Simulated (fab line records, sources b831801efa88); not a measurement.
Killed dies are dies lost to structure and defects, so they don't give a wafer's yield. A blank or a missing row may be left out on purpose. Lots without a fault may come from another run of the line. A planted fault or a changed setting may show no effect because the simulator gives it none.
Which tool did it? | flow sky130 | 12 lots, 35 wafers sampled, at 5 steps of a route of 708

WHAT THE GAUGES READ, wafer by wafer
SKY_METAL2_CD_MEAS_15: target cd 140 nm.
lot  | measured     | on        | cd_nm (nm)
L783 | day 34 16:35 | cd_sem-02 | 139.5 140.1 139.9
L784 | day 35 10:25 | cd_sem-02 | 142.3 144.1 142.0
L785 | day 36 01:49 | cd_sem-02 | 141.3 140.2 140.0
L788 | day 36 19:43 | cd_sem-01 | 140.6 141.3 140.8
L789 | day 37 06:55 | cd_sem-01 | 139.8 138.4 138.7
L791 | day 37 20:46 | cd_sem-01 | 140.7 139.3 138.7
L796 | day 39 06:38 | cd_sem-01 | 140.2 141.0 140.5
L799 | day 40 08:46 | cd_sem-01 | 141.4 140.8
L800 | day 40 15:07 | cd_sem-01 | 140.3 141.6 139.2
L802 | day 41 17:49 | cd_sem-02 | 138.5 140.0 139.3
L803 | day 41 19:04 | cd_sem-02 | 142.2 141.6 142.2
L806 | day 42 06:41 | cd_sem-02 | 137.2 139.3 140.1

SKY_VIA2_BOW_MEAS_03.
lot  | measured     | on            | VIA2_BOW (um)
L783 | day 34 18:23 | film_metro-03 | 88 82 80
L784 | day 35 11:50 | film_metro-01 | 77 72 80
L785 | day 36 03:14 | film_metro-04 | 78 84 79
L788 | day 36 21:08 | film_metro-04 | 97 93 90
L789 | day 37 08:20 | film_metro-03 | 76 94 83
L791 | day 37 22:11 | film_metro-03 | 99 82 80
L796 | day 39 08:08 | film_metro-01 | 71 75 71
L799 | day 40 10:11 | film_metro-03 | 83 83
L800 | day 40 16:35 | film_metro-03 | 89 82 83
L802 | day 41 19:14 | film_metro-01 | 78 84 64
L803 | day 41 20:40 | film_metro-03 | 81 89 85
L806 | day 42 08:08 | film_metro-04 | 82 90 94

SKY_CAPM_THK_MEAS_01.
lot  | measured     | on            | CAPM_CVD_00_THK (nm)
L783 | day 35 22:13 | film_metro-02 | 15.36 15.60 15.54
L784 | day 36 15:36 | film_metro-03 | 15.38 15.18 15.69
L785 | day 37 06:34 | film_metro-04 | 15.37 15.34 15.53
L788 | day 38 00:34 | film_metro-03 | 15.40 15.24 15.59
L789 | day 38 12:10 | film_metro-04 | 15.29 15.54 15.78
L791 | day 39 00:19 | film_metro-02 | 15.34 15.26 15.85
L796 | day 40 10:53 | film_metro-02 | 15.28 15.51 15.46
L799 | day 41 11:47 | film_metro-04 | 9.36 9.46 9.30 9.43
L800 | day 41 17:55 | film_metro-04 | 15.17 15.52 9.29 15.18 15.60 9.26
L802 | day 42 20:41 | film_metro-02 | 15.17 15.22 15.41
L803 | day 42 22:17 | film_metro-04 | 15.19 15.62 15.37
L806 | day 43 09:05 | film_metro-04 | 15.17 15.60 15.48

WHICH TOOL RAN EACH LOT (tool, then ch and the chambers of the sampled wafers, then the start)
lot  | SKY_METAL3_SPUTTER_02        | SKY_CAPM_CVD_00
L783 | pvd_sputter-04, day 35 22:05 | pecvd-02 ch 0,1,2, day 35 22:12
L784 | pvd_sputter-04, day 36 15:28 | pecvd-01 ch 0,1,2, day 36 15:34
L785 | pvd_sputter-02, day 37 06:27 | pecvd-04 ch 0,1,2, day 37 06:33
L788 | pvd_sputter-04, day 38 00:26 | pecvd-04 ch 0,1,2, day 38 00:33
L789 | pvd_sputter-02, day 38 12:02 | pecvd-01 ch 0,2, day 38 12:09
L791 | pvd_sputter-02, day 39 00:12 | pecvd-01 ch 0,2, day 39 00:18
L796 | pvd_sputter-02, day 40 10:45 | pecvd-02 ch 0,2, day 40 10:52
L799 | pvd_sputter-02, day 41 11:38 | pecvd-02 ch 1,2, day 41 11:44
L800 | pvd_sputter-04, day 41 17:47 | pecvd-02 ch 0,1, day 41 17:53
L802 | pvd_sputter-02, day 42 20:33 | pecvd-01 ch 1,2, day 42 20:40
L803 | pvd_sputter-04, day 42 22:08 | pecvd-04 ch 2, day 42 22:14
L806 | pvd_sputter-04, day 43 08:56 | pecvd-01 ch 0,1, day 43 09:02
- SKY_METAL3_SPUTTER_02: material AlCu, target thk 735 nm, time 39.1 s.
- SKY_CAPM_CVD_00: deposits SiO2, target thk 15.5 nm.

WHAT THE TOOLS THEMSELVES READ (means of the sampled wafers that have a number; where no wafer has one, the mark that the record gives instead)
SKY_METAL3_SPUTTER_02.
lot  | tool           | chamber_pressure_pa (Pa) | throttle_valve_pct (%)
L783 | pvd_sputter-04 | 0.4005                   | 29.4
L784 | pvd_sputter-04 | 0.3999                   | 29.8
L785 | pvd_sputter-02 | 0.4004                   | 29.4
L788 | pvd_sputter-04 | 0.3995                   | 28.7
L789 | pvd_sputter-02 | 0.4002                   | 29.8
L791 | pvd_sputter-02 | 0.4012                   | 29.3
L796 | pvd_sputter-02 | 0.3996                   | 29.2
L799 | pvd_sputter-02 | 0.3998                   | 29.1
L800 | pvd_sputter-04 | 0.4003                   | 29.9
L802 | pvd_sputter-02 | 0.3994                   | 29.6
L803 | pvd_sputter-04 | 0.4002                   | 30.6
L806 | pvd_sputter-04 | 0.4003                   | 30.1

SKY_CAPM_CVD_00.
lot  | tool     | heater_power_w (W)
L783 | pecvd-02 | 751
L784 | pecvd-01 | 792
L785 | pecvd-04 | 774
L788 | pecvd-04 | 738
L789 | pecvd-01 | 744
L791 | pecvd-01 | 801
L796 | pecvd-02 | 784
L799 | pecvd-02 | 844
L800 | pecvd-02 | 742
L802 | pecvd-01 | 732
L803 | pecvd-04 | 685
L806 | pecvd-01 | 726

THE ANSWER, worked out from the rows above alone
Rule: what is usual is taken from the lots themselves. Put in order of their means at a reading, lots are off if they are a third of the lots or fewer, leave a main group of 4 or more, and stand apart from it by a gap of 3 or more times the standard deviation of the main group's means; of several such gaps the widest counts. A main group whose means are all the same, to the digits that the tables above print for the reading, isn't used. A lot without any number at a reading at which 4 lots or more have one is off too. The other lots that the step has rows for count as sound. The gauges are gone through in route order, then the tools' own readings, and for those a lot's mean is taken as printed above. The first step at which some lot is off is used, and at that step the reading that is off furthest; a lot without a number counts as furthest.
Off: L799, L800, at SKY_CAPM_THK_MEAS_01 (CAPM_CVD_00_THK). The main group: mean 15.43 nm, standard deviation 0.069.
A tool fits if, at a process step before that reading, it ran every lot that is off, and no sound lot after the first of them. The gauges at SKY_CAPM_THK_MEAS_01 are tried like those tools. One fits: pecvd-02 at SKY_CAPM_CVD_00. Its last sound lot is L796 (day 40 10:52), its first lot that is off L799 (day 41 11:44): a fault that began between those two fits.

WHAT THE SIMULATOR HAD PUT IN
Process parameter drift: pecvd-02, from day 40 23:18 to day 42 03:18, at SKY_CAPM_CVD_00. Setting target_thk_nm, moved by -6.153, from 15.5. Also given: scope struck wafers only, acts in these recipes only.
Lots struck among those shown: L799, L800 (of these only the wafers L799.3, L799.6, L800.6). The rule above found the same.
